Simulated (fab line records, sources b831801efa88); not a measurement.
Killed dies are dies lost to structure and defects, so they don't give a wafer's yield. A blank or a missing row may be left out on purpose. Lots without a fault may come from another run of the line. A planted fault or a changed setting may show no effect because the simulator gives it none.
fab line records | flow sfq_line | part 2 of 2: steps 29 to 39 of 39
record lots=5 wafers=15 last_day=85
route steps=325 shown M2@90 I2@103 M3@118
lots that met no fault: from a run of the same line without faults
start_h: hours from the record's first day to the start of the lot's first wafer shown | wait_h: hours since the lot's step before | " the same as in the row above | L1.1+2: a row that stands for several wafers | - no value, or no start given | * or withheld: withheld | < > ~ a bound
route shown NAME@n: a module of which the file shows steps, and the number in the route of the first | usual: mean/standard deviation of fault-free wafers | same: alike in all rows | chamber/n: place in a boat | sites: the reading at each site | _std_site: their standard deviation | _edge_site: outer sites' mean less inner sites' | radius_mm: how far each site lies from the wafer's centre | mask NAME#n: copy n | behind: the tool/chamber that last shaped the wafer | hold: why the lot was held/for how many hours/how that ended | device: the transistor (n, p or np) that didn't switch | end of line: the same wafers' tests at the end of the route | a step without rows: its recipe alone | killed: dies lost to structure and defects at the first sort, not the wafer's yield | map: a wafer's dies, x killed, . not, _ none there
set.NAME: the setting as run; set.NAME@STEP: as run at that earlier step | model.NAME: the simulator's own value behind a step, which no gauge read
lots at some steps of the route; a table a step, a row a wafer
services: from which hour (start_h, from the record's first day; less than 0 if before it) a tool's chamber was out of use, for how many hours, and why
## steps
# step SFQ_TRILAYER_M3_DEP_SPUTTER_073
# recipe material=Nb base_pressure_pa=1.33e-06 chamber_pressure_pa=0.1333 substrate_temp_c=20 resputter_cathode_voltage_v=400 target_thk_nm=200 power_w=2000 time_s=133.3
# usual cathode_dc_power_W=2000.0/0.37 resputter_cathode_voltage_v=401/3.7 throttle_valve_pct=30.4/1.4
# columns lot.wafer tool chamber start_h wait_h cathode_dc_power_W resputter_cathode_voltage_v throttle_valve_pct
L079.1 pvd_sputter-06 - 924.67 0.0 2000.4 397 28.8
L079.2 " - " " 2000.2 397 27.7
L079.3 " - " " 2000.2 397 30.8
L081.3 pvd_sputter-06 - 928.27 0.0 2000.4 401 30.9
L081.4 " - " " 1999.6 399 28.8
L081.6 " - " " 2000.6 403 28.8
L086.2 pvd_sputter-06 - 992.73 0.0 2000.1 398 28.8
L086.3 " - " " 2000.5 404 30.8
L086.5 " - " " 1999.4 400 31.0
L095.4 pvd_sputter-03 - 1010.78 0.0 1999.6 402 29.5
L095.5 " - " " 1999.8 407 29.9
L095.6 " - " " 2000.1 400 29.7
L096.1 pvd_sputter-04 - 1011.98 0.0 2000.2 393 29.7
L096.2 " - " " 2000.3 400 32.0
L096.3 " - " " 2000.3 402 28.3
# step SFQ_M3_RS_MEAS_919
# recipe thk_meas_gauge=four-point-probe reads=Nb_of_TRILAYER_M3_DEP_SPUTTER_073
# usual M3_NB_RS=0.892/0.012
# columns lot.wafer tool chamber start_h wait_h M3_NB_RS[ohm/sq]
L079.1 film_metro-02 - 924.76 0.0 0.902
L079.2 " - " " 0.912
L079.3 " - " " 0.912
L081.3 film_metro-04 - 928.40 0.1 0.899
L081.4 " - " " 0.889
L081.6 " - " " 0.891
L086.2 film_metro-03 - 992.84 0.1 0.891
L086.3 " - " " 0.903
L086.5 " - " " 0.916
L095.4 film_metro-02 - 1010.93 0.1 0.890
L095.5 " - " " 0.883
L095.6 " - " " 0.883
L096.1 film_metro-04 - 1012.07 0.0 0.884
L096.2 " - " " 0.875
L096.3 " - " " 0.874
# step SFQ_TRILAYER_M3_LITHO_COAT_080
# recipe resist=BARC spin_rpm=3000 resist_thk_nm=62
# usual spin_speed_rpm=2999.7/1.8
# columns lot.wafer tool chamber start_h wait_h spin_speed_rpm
L079.1 litho_track-03 0 924.94 0.1 2998.3
L079.2 " 0 " " 2999.1
L079.3 " 0 " " 2998.9
L081.3 litho_track-01 0 928.74 0.2 3000.9
L081.4 " 0 " " 3000.2
L081.6 " 0 " " 2996.2
L086.2 litho_track-04 0 993.05 0.1 2996.6
L086.3 " 0 " " 2996.2
L086.5 " 0 " " 3000.4
L095.4 litho_track-01 0 1011.20 0.2 3000.6
L095.5 " 0 " " 2999.0
L095.6 " 0 " " 2999.1
L096.1 litho_track-03 0 1012.25 0.1 3000.2
L096.2 " 0 " " 2997.9
L096.3 " 0 " " 3000.1
# step SFQ_TRILAYER_M3_LITHO_COAT_075
# recipe resist=KrF spin_rpm=3000 resist_thk_nm=600
# usual spin_speed_rpm=3000.0/1.6
# columns lot.wafer tool chamber start_h wait_h spin_speed_rpm
L079.1 litho_track-03 0 925.24 0.2 3003.3
L079.2 " 0 " " 3000.7
L079.3 " 0 " " 3002.2
L081.3 litho_track-01 0 929.04 0.2 2998.5
L081.4 " 0 " " 2996.8
L081.6 " 0 " " 2999.7
L086.2 litho_track-04 0 993.35 0.2 2998.4
L086.3 " 0 " " 2999.2
L086.5 " 0 " " 2999.8
L095.4 litho_track-01 0 1011.50 0.2 3001.1
L095.5 " 0 " " 3000.7
L095.6 " 0 " " 3000.4
L096.1 litho_track-03 0 1012.55 0.2 3002.5
L096.2 " 0 " " 3000.4
L096.3 " 0 " " 3000.9
# step SFQ_TRILAYER_M3_LITHO_SOFTBAKE_079
# recipe temp_c=withheld time_s=withheld resist=KrF
# columns lot.wafer tool chamber start_h wait_h
L079.1+2+3 litho_track-03 0 925.54 0.2
L081.3+4+6 litho_track-01 0 929.29 0.2
L086.2+3+5 litho_track-04 0 993.63 0.2
L095.4+5+6 litho_track-01 0 1011.72 0.2
L096.1+2+3 litho_track-03 0 1012.85 0.2
# step SFQ_TRILAYER_M3_LITHO_EXPOSE_076
# recipe mask_id=M3 na=0.6 source_shape=conventional sigma_outer=0.65 target_cd_nm=500 dose_mj=14.4
# same sigma_outer=0.65
# columns lot.wafer tool chamber start_h wait_h mask
L079.1+2+3 krf_scanner-01 0 1073.36 - M3#0
L081.3+4+6 krf_scanner-01 0 1076.16 - M3#0
L086.2+3+5 krf_scanner-02 0 1136.34 - M3#0
L095.4+5+6 krf_scanner-01 0 1160.92 - M3#0
L096.1+2+3 krf_scanner-01 0 1161.52 - M3#0
# step SFQ_TRILAYER_M3_LITHO_PEB_078
# recipe peb_temp_c=115 peb_time_s=60 resist=KrF
# same peb_time_s=60
# columns lot.wafer tool chamber start_h wait_h
L079.1+2+3 litho_track-03 0 1074.56 1.0
L081.3+4+6 litho_track-03 0 1077.01 0.7
L086.2+3+5 litho_track-04 0 1137.37 0.8
L095.4+5+6 litho_track-03 0 1161.59 0.5
L096.1+2+3 litho_track-03 0 1162.72 1.0
# step SFQ_TRILAYER_M3_LITHO_DEVELOP_077
# recipe time_s=60 resist=KrF
# columns lot.wafer tool chamber start_h wait_h
L079.1+2+3 litho_track-03 0 1074.71 0.1
L081.3+4+6 litho_track-03 0 1077.16 0.1
L086.2+3+5 litho_track-04 0 1137.52 0.1
L095.4+5+6 litho_track-03 0 1161.74 0.1
L096.1+2+3 litho_track-03 0 1162.87 0.1
# step SFQ_M3_OVL_MEAS_921
# usual M3_OVL=-1/5.6
# columns lot.wafer tool chamber start_h wait_h M3_OVL[nm]
L079.1 overlay-01 - 1074.86 0.1 9
L079.2 " - " " 6
L079.3 " - " " 6
L081.3 overlay-02 - 1077.27 0.1 -6
L081.4 " - " " -1
L081.6 " - " " -3
L086.2 overlay-01 - 1137.65 0.1 -6
L086.3 " - " " -6
L086.5 " - " " -4
L095.4 overlay-02 - 1161.84 0.1 3
L095.5 " - " " 1
L095.6 " - " " 8
L096.1 overlay-02 - 1163.02 0.1 -9
L096.2 " - " " 0
L096.3 " - " " 1
# step SFQ_TRILAYER_M3_BARC_OPEN_METAL_ETCH_100
# recipe mask_material=PR chemistry=O2 target_depth_nm=125 target=BARC icp_w=600 bias_w=80 pressure_mtorr=10 time_s=41.7
# usual drypump_motor_current_A=5.7/0.46 oes_product_au=0.685/0.0051
# columns lot.wafer tool chamber start_h wait_h drypump_motor_current_A oes_product_au rf_hours_counter_h
L079.1 rie_metal-02 0 1074.89 0.0 6.7 0.692 110
L079.2 " 1 " " 5.4 0.684 101
L079.3 " 0 " " 6.7 0.683 -
L081.3 rie_metal-04 1 1077.31 0.0 5.5 0.682 -
L081.4 " 0 " " 5.8 0.676 -
L081.6 " 1 " " 5.5 0.683 -
L086.2 rie_metal-02 1 1137.68 0.0 5.4 0.674 110
L086.3 " 1 " " 5.4 0.685 -
L086.5 " 0 " " 6.7 0.688 -
L095.4 rie_metal-02 0 1161.87 0.0 6.7 0.681 -
L095.5 " 1 " " 5.5 0.675 -
L095.6 " 0 " " 6.7 0.686 -
L096.1 rie_metal-04 0 1163.05 0.0 5.8 0.690 96
L096.2 " 1 " " 5.5 0.694 72
L096.3 " 0 " " 5.8 0.694 -
# step SFQ_TRILAYER_M3_ETCH_METAL_ETCH_078
# recipe target=Nb stop_on=SiO2 mask_material=PR chemistry=Cl2/Ar target_depth_nm=240 icp_w=600 bias_w=80 pressure_mtorr=10 time_s=120
# usual drypump_motor_current_A=5.7/0.46 oes_product_au=0.894/0.008
# columns lot.wafer tool chamber start_h wait_h drypump_motor_current_A oes_product_au rf_hours_counter_h
L079.1 rie_metal-02 0 1074.97 0.1 6.7 0.899 110
L079.2 " 1 " " 5.4 0.875 101
L079.3 " 0 " " 6.7 0.883 -
L081.3 rie_metal-04 1 1077.39 0.1 5.5 0.896 -
L081.4 " 0 " " 5.8 0.898 -
L081.6 " 1 " " 5.5 0.896 -
L086.2 rie_metal-02 1 1137.74 0.0 5.4 0.889 110
L086.3 " 1 " " 5.4 0.892 -
L086.5 " 0 " " 6.7 0.881 -
L095.4 rie_metal-02 0 1161.96 0.1 6.7 0.902 -
L095.5 " 1 " " 5.4 0.897 -
L095.6 " 0 " " 6.7 0.902 -
L096.1 rie_metal-04 0 1163.11 0.0 5.8 0.897 96
L096.2 " 1 " " 5.5 0.895 72
L096.3 " 0 " " 5.8 0.907 -
## services
# columns tool chamber start_h hours kind
rie_metal-02 0 620.53 4.3 repair
krf_scanner-02 - 664.59 1.0 pm
krf_scanner-02 - 701.15 1.3 pm
krf_scanner-02 - 710.33 0.9 repair
krf_scanner-02 - 727.26 0.8 pm
krf_scanner-02 - 735.97 0.2 repair
rie_metal-04 1 826.35 1.0 repair
krf_scanner-02 - 833.14 1.0 pm
krf_scanner-02 - 876.59 1.3 pm
krf_scanner-02 - 895.89 0.8 pm
rie_metal-04 - 896.95 0.3 repair
krf_scanner-02 - 934.18 7.2 pm
krf_scanner-02 - 941.45 0.6 repair
rie_metal-04 - 986.40 0.9 repair
rie_metal-04 - 991.15 1.3 repair
krf_scanner-02 - 1003.23 1.0 pm
rie_metal-02 - 1005.26 2.1 repair
krf_scanner-02 - 1011.82 0.8 pm
krf_scanner-02 - 1038.28 3.6 pm
krf_scanner-02 - 1052.93 1.3 pm
krf_scanner-02 - 1065.03 0.8 pm
rie_metal-02 - 1093.76 2.8 pm
rie_metal-02 0 1096.82 3.3 repair
krf_scanner-02 - 1127.43 6.2 repair
